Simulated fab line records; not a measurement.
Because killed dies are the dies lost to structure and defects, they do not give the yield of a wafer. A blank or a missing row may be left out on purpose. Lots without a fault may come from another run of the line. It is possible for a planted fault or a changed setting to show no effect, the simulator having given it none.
What tool caused it?	flow sky130	route of 708 steps, sampled at 1 step: 12 lots, 36 wafers

== WHAT THE GAUGES SHOWED, per wafer ==
SKY_FIELD_ISO_CD_MEAS_13: target cd 150 nm.
lot	measured	on	cdNm (nm)
L075	day 2 14:10	cdSem-02	151.1 150.1 151.0
L077	day 3 04:25	cdSem-01	149.9 150.8 149.5
L079	day 3 15:13	cdSem-02	148.4 148.7 148.4
L081	day 3 18:23	cdSem-01	150.9 149.2 149.1
L083	day 4 06:43	cdSem-02	149.7 150.2 148.6
L085	day 4 15:55	cdSem-01	149.9 147.6 149.9
L087	day 5 04:47	cdSem-01	151.2 151.0 149.5
L089	day 5 11:28	cdSem-01	152.5 153.0 151.7
L091	day 5 20:56	cdSem-01	150.3 150.2 150.0
L093	day 6 08:18	cdSem-02	148.7 150.5 150.1
L095	day 6 17:42	cdSem-01	148.7 148.8 148.5
L097	day 7 05:30	cdSem-01	150.9 148.4 149.1

== WHAT TOOL EACH LOT RAN ON (gives the tool, then ch and the chambers of the sampled wafers, and finally the start) ==
No process step before these readings appears in the record.

== THE ANSWER, worked out from the rows above alone ==
Rule: the lots themselves supply what counts as usual. The widest of any qualifying gaps counts: lots, ordered by their means at a reading, are off when they make up no more than a third of the lots, leave a main group of 4 or more, and stand apart from it by 3 or more times the standard deviation of that group's means. A main group is skipped when, at the precision printed for the reading in the tables above, its means are all equal. Also off: a lot with no number at a reading for which 4 or more lots have one. Where the step has rows for the other lots, those lots are counted as sound.
Nothing can be told from this: no lot is off at any reading shown.

== WHAT HAD BEEN PUT IN BY THE SIMULATOR ==
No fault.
